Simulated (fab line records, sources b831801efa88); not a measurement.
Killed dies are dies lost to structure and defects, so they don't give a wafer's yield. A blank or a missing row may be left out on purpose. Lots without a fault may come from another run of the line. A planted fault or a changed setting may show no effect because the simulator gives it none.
Which tool did it? | flow gf180mcu | 14 lots, 42 wafers sampled, at 5 steps of a route of 602

WHAT THE GAUGES READ, wafer by wafer
GF_STI_THK_MEAS_22. Usual: STI_OXIDATION_01_THK 14.93 nm, standard deviation 0.27.
lot  | measured    | on            | STI_OXIDATION_01_THK (nm) | flag
L255 | day 2 04:19 | film_metro-02 | 14.84 14.62 14.59         |
L256 | day 2 09:22 | film_metro-01 | 14.72 14.67 14.37         |
L257 | day 2 13:38 | film_metro-01 | 15.22 15.32 15.29         |
L260 | day 3 04:39 | film_metro-03 | 15.22 15.09 15.10         |
L263 | day 3 21:31 | film_metro-01 | 14.53 14.67 14.82         |
L265 | day 4 08:19 | film_metro-02 | 14.95 14.98 14.84         |
L266 | day 4 12:04 | film_metro-03 | 15.25 15.25 15.20         |
L271 | day 5 13:49 | film_metro-02 | - - -                     | OFF
L272 | day 5 18:29 | film_metro-01 | - - -                     | OFF
L273 | day 6 01:19 | film_metro-01 | - - -                     | OFF
L274 | day 6 06:07 | film_metro-01 | 15.01 14.87 14.87         |
L276 | day 6 15:55 | film_metro-03 | 14.72 15.09 14.97         |
L277 | day 6 21:22 | film_metro-02 | 15.13 14.71 14.93         |
L278 | day 7 03:50 | film_metro-02 | 14.74 14.66 14.71         |

GF_VT_IMPLANT_TW_MEAS_32. Usual: VT_IMPLANT_3_TW 270, standard deviation 3.
lot  | measured     | on            | VT_IMPLANT_3_TW | flag
L255 | day 6 22:19  | film_metro-04 | 271 272 272     |
L256 | day 7 04:13  | film_metro-03 | 268 269 269     |
L257 | day 7 09:25  | film_metro-04 | 273 272 273     |
L260 | day 8 05:32  | film_metro-01 | 265 266 265     |
L263 | day 9 02:47  | film_metro-01 | 269 269 267     |
L265 | day 9 15:59  | film_metro-03 | 269 270 271     |
L266 | day 9 22:29  | film_metro-03 | 268 270 270     |
L274 | day 12 02:41 | film_metro-04 | 273 273 272     |
L276 | day 12 13:26 | film_metro-03 | 267 268 267     |
L277 | day 12 19:58 | film_metro-04 | 275 273 272     |
L278 | day 13 04:50 | film_metro-04 | 274 274 274     |

GF_HV_LDD_THK_MEAS_57. Usual: HV_LDD_CVD_56_THK 89.8 nm, standard deviation 0.75.
lot  | measured     | on            | HV_LDD_CVD_56_THK (nm) | flag
L255 | day 12 14:17 | film_metro-04 | 91.0 91.0 92.2         |
L256 | day 12 19:25 | film_metro-04 | 89.9 89.8 90.1         |
L257 | day 13 00:17 | film_metro-03 | 89.3 88.4 89.0         |
L260 | day 14 02:12 | film_metro-04 | 89.4 89.9 88.8         |
L263 | day 15 03:26 | film_metro-03 | 90.6 90.6 90.2         |
L265 | day 15 20:34 | film_metro-03 | 90.4 90.6 89.5         |
L266 | day 16 03:10 | film_metro-02 | 90.3 89.6 89.8         |
L274 | day 18 20:39 | film_metro-04 | 89.2 88.5 88.6         |
L276 | day 19 10:43 | film_metro-04 | 90.0 89.5 90.5         |
L277 | day 19 23:09 | film_metro-04 | 89.7 89.8 89.1         |
L278 | day 20 10:07 | film_metro-02 | 89.5 89.6 89.0         |

WHICH TOOL RAN EACH LOT (tool, then ch and the chambers of the sampled wafers, then the start)
lot  | GF_STI_CVD_03              | GF_VT_IMPLANT_STRIP_20
L255 | lpcvd-02 ch 1, day 1 11:34 | plasma_asher-04 ch 0,1, day 6 06:52
L256 | lpcvd-02 ch 0, day 1 16:34 | plasma_asher-03 ch 0,1, day 6 12:25
L257 | lpcvd-02 ch 0, day 1 21:34 | plasma_asher-03 ch 0,1, day 6 17:31
L260 | lpcvd-02 ch 1, day 2 13:19 | plasma_asher-04 ch 0,1, day 7 14:07
L263 | lpcvd-01 ch 1, day 3 03:34 | plasma_asher-02 ch 0,1, day 8 10:35
L265 | lpcvd-02 ch 0, day 3 14:03 | plasma_asher-02 ch 0,1, day 8 22:54
L266 | lpcvd-02 ch 0, day 3 18:59 | plasma_asher-03 ch 0,1, day 9 04:53
L271 | lpcvd-01 ch 0, day 4 19:34 | -
L272 | lpcvd-01 ch 0, day 5 00:34 | -
L273 | lpcvd-02 ch 1, day 5 06:26 | -
L274 | lpcvd-01 ch 0, day 5 10:58 | plasma_asher-04 ch 0,1, day 11 07:42
L276 | lpcvd-02 ch 0, day 5 20:34 | plasma_asher-02 ch 1, day 11 17:28
L277 | lpcvd-02 ch 1, day 6 02:30 | plasma_asher-03 ch 0,1, day 12 00:17
L278 | lpcvd-01 ch 0, day 6 06:34 | plasma_asher-03 ch 1, day 12 09:02
- GF_STI_CVD_03: deposits Si3N4 from DCS/NH3, target thk 207.16 nm, time 3551 s.
- GF_VT_IMPLANT_STRIP_20: strips in O2/N2.

WHAT THE TOOLS THEMSELVES READ (means of the sampled wafers that have a number; where no wafer has one, the mark that the record gives instead)
GF_STI_CVD_03. Usual: pressure_mtorr 262.0 mTorr, standard deviation 0.64; spike_tc_bottom_C 793.2 C, standard deviation 1.9; zone_power_top_pct 25.5 %, standard deviation 1.8.
lot  | tool     | pressure_mtorr (mTorr) | spike_tc_bottom_C (C) | zone_power_top_pct (%) | flag
L255 | lpcvd-02 | 261.0                  | 792.8                 | 25.3                   |
L256 | lpcvd-02 | 261.2                  | 794.7                 | 28.0                   |
L257 | lpcvd-02 | 262.6                  | 794.5                 | 27.9                   |
L260 | lpcvd-02 | 261.0                  | 793.5                 | 25.3                   |
L263 | lpcvd-01 | 262.9                  | 793.2                 | 23.0                   |
L265 | lpcvd-02 | 261.5                  | 794.0                 | 28.0                   |
L266 | lpcvd-02 | 262.1                  | 794.5                 | 28.2                   |
L271 | lpcvd-01 | -                      | -                     | -                      | OFF
L272 | lpcvd-01 | -                      | -                     | -                      | OFF
L273 | lpcvd-02 | -                      | -                     | -                      | OFF
L274 | lpcvd-01 | 261.4                  | 791.7                 | 24.4                   |
L276 | lpcvd-02 | 261.8                  | 794.7                 | 28.2                   |
L277 | lpcvd-02 | 262.0                  | 793.6                 | 25.3                   |
L278 | lpcvd-01 | 262.3                  | 790.9                 | 24.5                   |

GF_VT_IMPLANT_STRIP_20. Usual: drypump_motor_current_A 5.42 A, standard deviation 0.22; heater_power_w 301 W, standard deviation 21; oes_product_au 0.716 a.u., standard deviation 0.0049; strip_time_to_endpoint_s 12.63 s, standard deviation 0.038.
lot  | tool            | drypump_motor_current_A (A) | heater_power_w (W) | oes_product_au (a.u.) | strip_time_to_endpoint_s (s) | flag
L255 | plasma_asher-04 | 5.05                        | 321                | 0.713                 | 12.64                        |
L256 | plasma_asher-03 | 5.52                        | 300                | 0.717                 | 12.67                        |
L257 | plasma_asher-03 | 5.53                        | 297                | 0.713                 | 12.59                        |
L260 | plasma_asher-04 | 4.99                        | 327                | 0.716                 | 12.69                        |
L263 | plasma_asher-02 | 5.46                        | 293                | 0.712                 | 12.56                        |
L265 | plasma_asher-02 | 5.56                        | 281                | 0.718                 | 12.62                        |
L266 | plasma_asher-03 | 5.54                        | 296                | 0.718                 | 12.58                        |
L274 | plasma_asher-04 | 5.05                        | 323                | 0.719                 | 12.67                        |
L276 | plasma_asher-02 | 5.35                        | 312                | 0.719                 | 12.59                        |
L277 | plasma_asher-03 | 5.53                        | 302                | 0.713                 | 12.59                        |
L278 | plasma_asher-03 | 5.52                        | 310                | 0.711                 | 12.66                        |

THE ANSWER, worked out from the rows above alone
Rule: a lot is off if the mean of its wafers that have a number lies more than 3 standard deviations from the usual mean. A lot without any number at a reading at which 4 lots or more have one is off too. The other lots that the step has rows for count as sound. The gauges are gone through in route order, then the tools' own readings, and for those a lot's mean is taken as printed above. The first step at which some lot is off is used, and at that step the reading that is off furthest; a lot without a number counts as furthest.
Off: L271, L272, L273, at GF_STI_THK_MEAS_22 (STI_OXIDATION_01_THK). Without a number there: L271, L272, L273.
A tool fits if, at a process step before that reading, it ran every lot that is off, and no sound lot after the first of them. The gauges at GF_STI_THK_MEAS_22 aren't tried: what is off there is off at GF_STI_CVD_03 too, on other tools, and a gauge's error can't cause that. None of those tried fits.

WHAT THE SIMULATOR HAD PUT IN
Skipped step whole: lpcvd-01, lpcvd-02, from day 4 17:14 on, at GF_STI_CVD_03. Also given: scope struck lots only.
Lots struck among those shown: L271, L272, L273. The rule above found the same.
